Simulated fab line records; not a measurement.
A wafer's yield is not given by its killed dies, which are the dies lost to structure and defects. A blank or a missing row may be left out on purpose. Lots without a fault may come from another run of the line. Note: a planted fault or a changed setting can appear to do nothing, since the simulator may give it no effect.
The tool behind it: which one? :: flow gf180mcu :: 13 lots with 39 wafers sampled at 4 steps, on a route of 602 steps

== WHAT THE GAUGES SHOWED, per wafer ==
GF_M4_THK_MEAS_06: measures by xrf.
lot: L850
measured: day 22 19:23
on: film_metro-01
M4_ALCU_THK (nm): 449 456 459

lot: L853
measured: day 23 10:19
on: film_metro-02
M4_ALCU_THK (nm): 454 451 455

lot: L854
measured: day 24 03:59
on: film_metro-02
M4_ALCU_THK (nm): 467 466 466

lot: L855
measured: day 24 07:40
on: film_metro-03
M4_ALCU_THK (nm): 454 456 450

lot: L857
measured: day 24 23:54
on: film_metro-02
M4_ALCU_THK (nm): 449 455 453

lot: L856
measured: day 25 00:28
on: film_metro-01
M4_ALCU_THK (nm): 464 464 457

lot: L859
measured: day 25 13:55
on: film_metro-03
M4_ALCU_THK (nm): 442 452 449

lot: L862
measured: day 26 17:07
on: film_metro-01
M4_ALCU_THK (nm): 450 458 454

lot: L866
measured: day 27 23:47
on: film_metro-02
M4_ALCU_THK (nm): 454 467 459

lot: L868
measured: day 28 09:06
on: film_metro-03
M4_ALCU_THK (nm): 447 447 452

lot: L871
measured: day 29 03:08
on: film_metro-03
M4_ALCU_THK (nm): 447 449 455

lot: L872
measured: day 29 11:28
on: film_metro-01
M4_ALCU_THK (nm): 459 457 457

lot: L873
measured: day 29 15:48
on: film_metro-01
M4_ALCU_THK (nm): 464 462 453

GF_MIM_THK_MEAS_06.
lot: L850
measured: day 24 19:29
on: film_metro-03
MIM_CVD_05_THK (nm): 41.8 43.2 42.1

lot: L853
measured: day 25 08:59
on: film_metro-02
MIM_CVD_05_THK (nm): 42.6 42.4 42.6

lot: L854
measured: day 26 01:02
on: film_metro-03
MIM_CVD_05_THK (nm): 42.0 42.6 42.9

lot: L855
measured: day 26 05:14
on: film_metro-02
MIM_CVD_05_THK (nm): 42.1 41.6 42.0

lot: L857
measured: day 26 20:48
on: film_metro-03
MIM_CVD_05_THK (nm): 42.1 43.5 43.2

lot: L856
measured: day 26 21:08
on: film_metro-02
MIM_CVD_05_THK (nm): 84.5 85.4 85.1

lot: L859
measured: day 27 10:14
on: film_metro-03
MIM_CVD_05_THK (nm): 83.9 85.5 85.2

lot: L862
measured: day 28 12:22
on: film_metro-02
MIM_CVD_05_THK (nm): 84.4 85.7 85.4

lot: L866
measured: day 29 18:05
on: film_metro-04
MIM_CVD_05_THK (nm): 41.6 42.4 43.2

lot: L868
measured: day 30 03:11
on: film_metro-03
MIM_CVD_05_THK (nm): 42.8 42.8 42.3

lot: L871
measured: day 30 19:00
on: film_metro-02
MIM_CVD_05_THK (nm): 42.2 41.8 42.2

lot: L872
measured: day 31 03:13
on: film_metro-03
MIM_CVD_05_THK (nm): 41.4 42.1 42.8

lot: L873
measured: day 31 06:40
on: film_metro-03
MIM_CVD_05_THK (nm): 41.4 41.4 41.8

== WHAT TOOL EACH LOT RAN ON (gives the tool, then ch and the chambers of the sampled wafers, and finally the start) ==
lot: L850
GF_MIM_SPUTTER_02: pvd_sputter-01, day 24 19:18
GF_MIM_CVD_05: pecvd-01 ch 0,1, day 24 19:23

lot: L853
GF_MIM_SPUTTER_02: pvd_sputter-04, day 25 08:52
GF_MIM_CVD_05: pecvd-03 ch 0,1,2, day 25 08:58

lot: L854
GF_MIM_SPUTTER_02: pvd_sputter-01, day 26 00:55
GF_MIM_CVD_05: pecvd-01 ch 0,1,2, day 26 01:00

lot: L855
GF_MIM_SPUTTER_02: pvd_sputter-01, day 26 05:07
GF_MIM_CVD_05: pecvd-03 ch 0,1,2, day 26 05:13

lot: L857
GF_MIM_SPUTTER_02: pvd_sputter-03, day 26 20:40
GF_MIM_CVD_05: pecvd-03 ch 0,1,2, day 26 20:45

lot: L856
GF_MIM_SPUTTER_02: pvd_sputter-04, day 26 20:47
GF_MIM_CVD_05: pecvd-01 ch 0,1,2, day 26 20:53

lot: L859
GF_MIM_SPUTTER_02: pvd_sputter-04, day 27 09:53
GF_MIM_CVD_05: pecvd-03 ch 0,1, day 27 09:59

lot: L862
GF_MIM_SPUTTER_02: pvd_sputter-03, day 28 12:02
GF_MIM_CVD_05: pecvd-04 ch 0,1, day 28 12:08

lot: L866
GF_MIM_SPUTTER_02: pvd_sputter-04, day 29 17:57
GF_MIM_CVD_05: pecvd-04 ch 0,1, day 29 18:02

lot: L868
GF_MIM_SPUTTER_02: pvd_sputter-04, day 30 03:03
GF_MIM_CVD_05: pecvd-01 ch 0,1,2, day 30 03:08

lot: L871
GF_MIM_SPUTTER_02: pvd_sputter-01, day 30 18:53
GF_MIM_CVD_05: pecvd-03 ch 0,1,2, day 30 18:58

lot: L872
GF_MIM_SPUTTER_02: pvd_sputter-01, day 31 03:05
GF_MIM_CVD_05: pecvd-01 ch 0,1,2, day 31 03:11

lot: L873
GF_MIM_SPUTTER_02: pvd_sputter-04, day 31 06:33
GF_MIM_CVD_05: pecvd-03 ch 0,1,2, day 31 06:38
- GF_MIM_SPUTTER_02: material AlCu, target thk 450 nm, time 23.9 s.
- GF_MIM_CVD_05: deposits Si3N4, target thk 42 nm, time 29.086 s.

== WHAT THE TOOLS THEMSELVES READ (means of the sampled wafers that have a number; where no wafer has one, the mark that the record gives instead) ==
GF_MIM_SPUTTER_02.
lot: L850
tool: pvd_sputter-01
throttle_valve_pct (%): 30.3

lot: L853
tool: pvd_sputter-04
throttle_valve_pct (%): 29.1

lot: L854
tool: pvd_sputter-01
throttle_valve_pct (%): 29.6

lot: L855
tool: pvd_sputter-01
throttle_valve_pct (%): 30.2

lot: L857
tool: pvd_sputter-03
throttle_valve_pct (%): 30.9

lot: L856
tool: pvd_sputter-04
throttle_valve_pct (%): 29.2

lot: L859
tool: pvd_sputter-04
throttle_valve_pct (%): 28.5

lot: L862
tool: pvd_sputter-03
throttle_valve_pct (%): 31.1

lot: L866
tool: pvd_sputter-04
throttle_valve_pct (%): 29.9

lot: L868
tool: pvd_sputter-04
throttle_valve_pct (%): 29.9

lot: L871
tool: pvd_sputter-01
throttle_valve_pct (%): 29.9

lot: L872
tool: pvd_sputter-01
throttle_valve_pct (%): 30.1

lot: L873
tool: pvd_sputter-04
throttle_valve_pct (%): 29.7

GF_MIM_CVD_05.
lot: L850
tool: pecvd-01
heater_power_w (W): 655
rf_fwd_power_W (W): 446.8

lot: L853
tool: pecvd-03
heater_power_w (W): 622
rf_fwd_power_W (W): 443.8

lot: L854
tool: pecvd-01
heater_power_w (W): 692
rf_fwd_power_W (W): 445.5

lot: L855
tool: pecvd-03
heater_power_w (W): 620
rf_fwd_power_W (W): 444.0

lot: L857
tool: pecvd-03
heater_power_w (W): 669
rf_fwd_power_W (W): 446.0

lot: L856
tool: pecvd-01
heater_power_w (W): 694
rf_fwd_power_W (W): 446.1

lot: L859
tool: pecvd-03
heater_power_w (W): 631
rf_fwd_power_W (W): 443.9

lot: L862
tool: pecvd-04
heater_power_w (W): 639
rf_fwd_power_W (W): 444.2

lot: L866
tool: pecvd-04
heater_power_w (W): 632
rf_fwd_power_W (W): 444.2

lot: L868
tool: pecvd-01
heater_power_w (W): 705
rf_fwd_power_W (W): 445.4

lot: L871
tool: pecvd-03
heater_power_w (W): 648
rf_fwd_power_W (W): 446.1

lot: L872
tool: pecvd-01
heater_power_w (W): 702
rf_fwd_power_W (W): 445.5

lot: L873
tool: pecvd-03
heater_power_w (W): 638
rf_fwd_power_W (W): 444.9

== THE ANSWER, worked out from the rows above alone ==
Rule: the usual values come from the lots themselves. Put in order of their means at a reading, lots are off if they are a third of the lots or fewer, leave a main group of 4 or more, and stand apart from it by a gap of 3 or more times the standard deviation of the main group's means; of several such gaps the widest counts. If all means in a main group match to the digits the tables above print for the reading, that group is not used. Also off: a lot with no number at a reading for which 4 or more lots have one. The other lots that the step has rows for count as sound. Order of review: gauges by route order, followed by the tools' own readings, for which a lot's mean as printed above is used. At the first step where some lot is off, the reading lying furthest off is the one used; lots without a number count as furthest.
Off: at GF_MIM_THK_MEAS_06 (MIM_CVD_05_THK), L856, L859, L862. The main group has a mean of 42.3 nm with a standard deviation of 0.38.
If a tool, at a process step before that reading, ran all the lots that are off and no sound lot after the first of them, it fits. The gauges at GF_MIM_THK_MEAS_06 are tried like those tools. Not one of the candidates tried fits.

== WHAT HAD BEEN PUT IN BY THE SIMULATOR ==
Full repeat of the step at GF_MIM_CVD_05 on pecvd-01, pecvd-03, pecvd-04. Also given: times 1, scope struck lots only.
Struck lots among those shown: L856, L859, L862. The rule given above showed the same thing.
